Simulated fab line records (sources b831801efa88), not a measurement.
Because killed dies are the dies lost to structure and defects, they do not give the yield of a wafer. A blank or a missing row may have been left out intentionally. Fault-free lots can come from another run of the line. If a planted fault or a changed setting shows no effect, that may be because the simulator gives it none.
Which tool is to blame? + flow sky130 + 11 lots, 33 wafers sampled, at 5 steps of a route of 708

## WHAT THE GAUGES READ, wafer by wafer
The record holds no reading of a measuring or inspecting step that can be judged against a usual standard deviation.

## WHAT TOOL EACH LOT RAN ON (gives the tool, then ch and the chambers of the sampled wafers, and finally the start)
| lot  | SKY_METAL3_ETCH_16                | SKY_METAL5_SPUTTER_01        | SKY_METAL5_SPUTTER_03        | SKY_PAD_OPEN_ETCH_07               | SKY_PAD_OPEN_PROBE_99   |
|------|-----------------------------------|------------------------------|------------------------------|------------------------------------|-------------------------|
| L852 | rie_metal-01 ch 0, day 40 00:44   | pvd_sputter-03, day 44 11:44 | pvd_sputter-03, day 44 11:50 | rie_diel-03 ch 2,3, day 47 08:02   | prober-02, day 47 10:25 |
| L853 | rie_metal-01 ch 0,1, day 40 05:02 | pvd_sputter-04, day 44 16:13 | pvd_sputter-04, day 44 16:17 | rie_diel-02 ch 0,1,2, day 47 11:29 | -                       |
| L854 | rie_metal-01 ch 0,1, day 41 01:58 | pvd_sputter-02, day 45 09:52 | pvd_sputter-02, day 45 09:56 | rie_diel-03 ch 0,3, day 48 03:59   | -                       |
| L855 | rie_metal-01 ch 0,1, day 41 14:40 | pvd_sputter-03, day 45 20:49 | pvd_sputter-03, day 45 20:53 | rie_diel-01 ch 1,2, day 48 14:15   | prober-01, day 48 16:41 |
| L856 | rie_metal-04 ch 0,1, day 41 21:13 | pvd_sputter-03, day 46 02:58 | pvd_sputter-03, day 46 03:02 | rie_diel-01 ch 0,1, day 48 18:56   | prober-02, day 48 21:26 |
| L858 | rie_metal-02 ch 0,1, day 42 07:26 | pvd_sputter-04, day 46 10:05 | pvd_sputter-04, day 46 10:10 | rie_diel-01 ch 2,3, day 49 02:44   | -                       |
| L859 | rie_metal-04 ch 0,1, day 42 15:17 | pvd_sputter-03, day 46 18:43 | pvd_sputter-03, day 46 18:48 | rie_diel-01 ch 0,3, day 49 10:45   | -                       |
| L860 | rie_metal-02 ch 0,1, day 42 18:14 | pvd_sputter-04, day 46 19:37 | pvd_sputter-04, day 46 19:41 | rie_diel-02 ch 1,3, day 49 11:06   | prober-02, day 49 13:27 |
| L861 | rie_metal-04 ch 0,1, day 43 06:05 | pvd_sputter-04, day 47 08:25 | pvd_sputter-04, day 47 08:29 | rie_diel-02 ch 1,2, day 49 21:51   | prober-01, day 50 00:13 |
| L865 | rie_metal-02 ch 0,1, day 44 08:31 | pvd_sputter-03, day 48 07:52 | pvd_sputter-03, day 48 07:57 | rie_diel-01 ch 0,1,3, day 50 19:51 | prober-01, day 50 22:16 |
| L874 | rie_metal-04 ch 0,1, day 46 15:23 | pvd_sputter-02, day 50 07:33 | pvd_sputter-02, day 50 07:37 | rie_diel-01 ch 0,1,2, day 52 11:41 | prober-01, day 52 14:04 |
- SKY_METAL3_ETCH_16: etches BARC in N2/H2, stops on SiO2, time 88.2 s, target depth 60 nm.
- SKY_METAL5_SPUTTER_01: material TiN, target thk 20 nm, time 16.7 s.
- SKY_METAL5_SPUTTER_03: material Ti, target thk 5 nm, time 3.3 s.
- SKY_PAD_OPEN_ETCH_07: etches the open film in CF4/O2, stops on AlCu, target depth 725 nm, time 161.1 s.
- SKY_PAD_OPEN_PROBE_99

## WHAT THE TOOLS THEMSELVES READ (means of the sampled wafers that have a number; where no wafer has one, the mark that the record gives instead)
SKY_METAL3_ETCH_16.
| lot  | tool         | chamber_pressure_mTorr (mTorr) | drypump_motor_current_A (A) | h2_flow_sccm (sccm) | oes_product_au (a.u.) | throttle_valve_pct (%) |
|------|--------------|--------------------------------|-----------------------------|---------------------|-----------------------|------------------------|
| L852 | rie_metal-01 | 29.970                         | 5.2                         | 200.1               | 0.627                 | 13.202                 |
| L853 | rie_metal-01 | 29.961                         | 5.5                         | 200.1               | 0.626                 | 13.204                 |
| L854 | rie_metal-01 | 30.000                         | 5.8                         | 199.9               | 0.627                 | 13.212                 |
| L855 | rie_metal-01 | 29.989                         | 5.5                         | 199.3               | 0.624                 | 13.202                 |
| L856 | rie_metal-04 | 30.012                         | 5.9                         | 200.9               | 0.629                 | 13.206                 |
| L858 | rie_metal-02 | 29.999                         | 6.0                         | 199.8               | 0.623                 | 13.209                 |
| L859 | rie_metal-04 | 30.001                         | 6.1                         | 199.8               | 0.627                 | 13.209                 |
| L860 | rie_metal-02 | 29.995                         | 5.9                         | 199.6               | 0.624                 | 13.209                 |
| L861 | rie_metal-04 | 30.020                         | 6.1                         | 199.8               | 0.627                 | 13.203                 |
| L865 | rie_metal-02 | 29.996                         | 5.9                         | 199.4               | 0.629                 | 13.201                 |
| L874 | rie_metal-04 | 29.979                         | 6.0                         | 200.1               | 0.617                 | 13.211                 |

SKY_METAL5_SPUTTER_01.
| lot  | tool           | throttle_valve_pct (%) |
|------|----------------|------------------------|
| L852 | pvd_sputter-03 | 29.7                   |
| L853 | pvd_sputter-04 | 30.5                   |
| L854 | pvd_sputter-02 | 30.4                   |
| L855 | pvd_sputter-03 | 28.6                   |
| L856 | pvd_sputter-03 | 29.5                   |
| L858 | pvd_sputter-04 | 30.3                   |
| L859 | pvd_sputter-03 | 29.4                   |
| L860 | pvd_sputter-04 | 29.7                   |
| L861 | pvd_sputter-04 | 30.2                   |
| L865 | pvd_sputter-03 | 28.8                   |
| L874 | pvd_sputter-02 | 31.9                   |

SKY_METAL5_SPUTTER_03.
| lot  | tool           | throttle_valve_pct (%) |
|------|----------------|------------------------|
| L852 | pvd_sputter-03 | 29.7                   |
| L853 | pvd_sputter-04 | 30.5                   |
| L854 | pvd_sputter-02 | 30.4                   |
| L855 | pvd_sputter-03 | 28.5                   |
| L856 | pvd_sputter-03 | 29.6                   |
| L858 | pvd_sputter-04 | 30.1                   |
| L859 | pvd_sputter-03 | 29.2                   |
| L860 | pvd_sputter-04 | 29.9                   |
| L861 | pvd_sputter-04 | 30.1                   |
| L865 | pvd_sputter-03 | 28.9                   |
| L874 | pvd_sputter-02 | 31.8                   |

SKY_PAD_OPEN_ETCH_07.
| lot  | tool        | chamber_pressure_mTorr (mTorr) | drypump_motor_current_A (A) | oes_product_au (a.u.) | throttle_valve_pct (%) |
|------|-------------|--------------------------------|-----------------------------|-----------------------|------------------------|
| L852 | rie_diel-03 | 149.90                         | 5.7                         | 0.963                 | 5.956                  |
| L853 | rie_diel-02 | 150.03                         | 5.7                         | 0.972                 | 5.968                  |
| L854 | rie_diel-03 | 150.04                         | 5.8                         | 0.970                 | 5.965                  |
| L855 | rie_diel-01 | 150.09                         | 5.6                         | 0.968                 | 5.957                  |
| L856 | rie_diel-01 | 150.01                         | 6.0                         | 0.968                 | 5.966                  |
| L858 | rie_diel-01 | 149.89                         | 5.2                         | 0.963                 | 5.967                  |
| L859 | rie_diel-01 | 150.06                         | 5.8                         | 0.968                 | 5.960                  |
| L860 | rie_diel-02 | 150.07                         | 5.4                         | 0.960                 | 5.955                  |
| L861 | rie_diel-02 | 149.98                         | 5.9                         | 0.967                 | 5.963                  |
| L865 | rie_diel-01 | 149.93                         | 5.7                         | 0.971                 | 5.968                  |
| L874 | rie_diel-01 | 150.11                         | 5.9                         | 0.973                 | 5.959                  |

SKY_PAD_OPEN_PROBE_99.
| lot  | tool      | defect_limited_yield (%) | killed_at_M0_to_M3 | killed_at_M4_up | killed_at_contacts | killed_at_front_end | killed_at_other | killed_dies | killed_on_rim | killed_open | killed_short | sort_bin_3_pad_short (%) | sort_bin_5_function (%) | sort_bin_6_memory (%) | sort_n_pass | sort_yield_pct (%) |
|------|-----------|--------------------------|--------------------|-----------------|--------------------|---------------------|-----------------|-------------|---------------|-------------|--------------|--------------------------|-------------------------|-----------------------|-------------|--------------------|
| L852 | prober-02 | 85.5                     | 42                 | 1.7             | 18                 | 9                   | 0.0             | 71          | 13            | 32          | 39           | 0.9                      | 8.7                     | 5.0                   | 421         | 85.5               |
| L855 | prober-01 | 80.9                     | 52                 | 3.3             | 27                 | 11                  | 0.3             | 94          | 16            | 50          | 44           | 1.3                      | 11.4                    | 6.4                   | 398         | 80.9               |
| L856 | prober-02 | 82.3                     | 47                 | 3.0             | 24                 | 13                  | 0.0             | 87          | 15            | 48          | 39           | 0.8                      | 11.1                    | 5.8                   | 405         | 82.3               |
| L860 | prober-02 | 82.6                     | 43                 | 3.7             | 27                 | 12                  | 0.3             | 85          | 17            | 47          | 39           | 0.8                      | 9.9                     | 6.6                   | 407         | 82.6               |
| L861 | prober-01 | 82.2                     | 46                 | 2.7             | 23                 | 16                  | 0.3             | 88          | 18            | 46          | 42           | 1.1                      | 9.9                     | 6.8                   | 404         | 82.2               |
| L865 | prober-01 | 81.4                     | 44                 | 4.0             | 31                 | 13                  | 0.0             | 91          | 13            | 50          | 41           | 0.7                      | 11.1                    | 6.8                   | 401         | 81.4               |
| L874 | prober-01 | 79.4                     | 57                 | 2.0             | 26                 | 16                  | 0.3             | 102         | 25            | 54          | 37           | 1.8                      | 11.5                    | 7.3                   | 390         | 79.4               |

## THE ANSWER, worked out from the rows above alone
Rule: the usual values come from the lots themselves. Put in order of their means at a reading, lots are off if they are a third of the lots or fewer, leave a main group of 4 or more, and stand apart from it by a gap of 3 or more times the standard deviation of the main group's means; of several such gaps the widest counts. The tables above print the reading to a certain number of digits; a main group whose means all agree to those digits is not used. Also off: a lot with no number at a reading for which 4 or more lots have one. Where the step has rows for the other lots, those lots are counted as sound. First the gauges in route order, then the tools' own readings, where a lot's mean is used as printed above. At the first step where some lot is off, the reading lying furthest off is the one used; lots without a number count as furthest.
Off at SKY_METAL3_ETCH_16 (oes_product_au): L874. The main group: mean 0.626 a.u., standard deviation 0.002.
If a tool, at that step or one of the process steps before it, ran each lot that is off and ran no sound lot following the first of them, it fits. One fits: SKY_METAL3_ETCH_16 on rie_metal-04. Its last sound lot is L861 (day 43 06:05), its first lot that is off L874 (day 46 15:23): a fault that began between those two fits.

## WHAT WAS PUT IN BY THE SIMULATOR
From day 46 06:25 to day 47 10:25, rie_metal-04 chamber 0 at SKY_METAL3_ETCH_16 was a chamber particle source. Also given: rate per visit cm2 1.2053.
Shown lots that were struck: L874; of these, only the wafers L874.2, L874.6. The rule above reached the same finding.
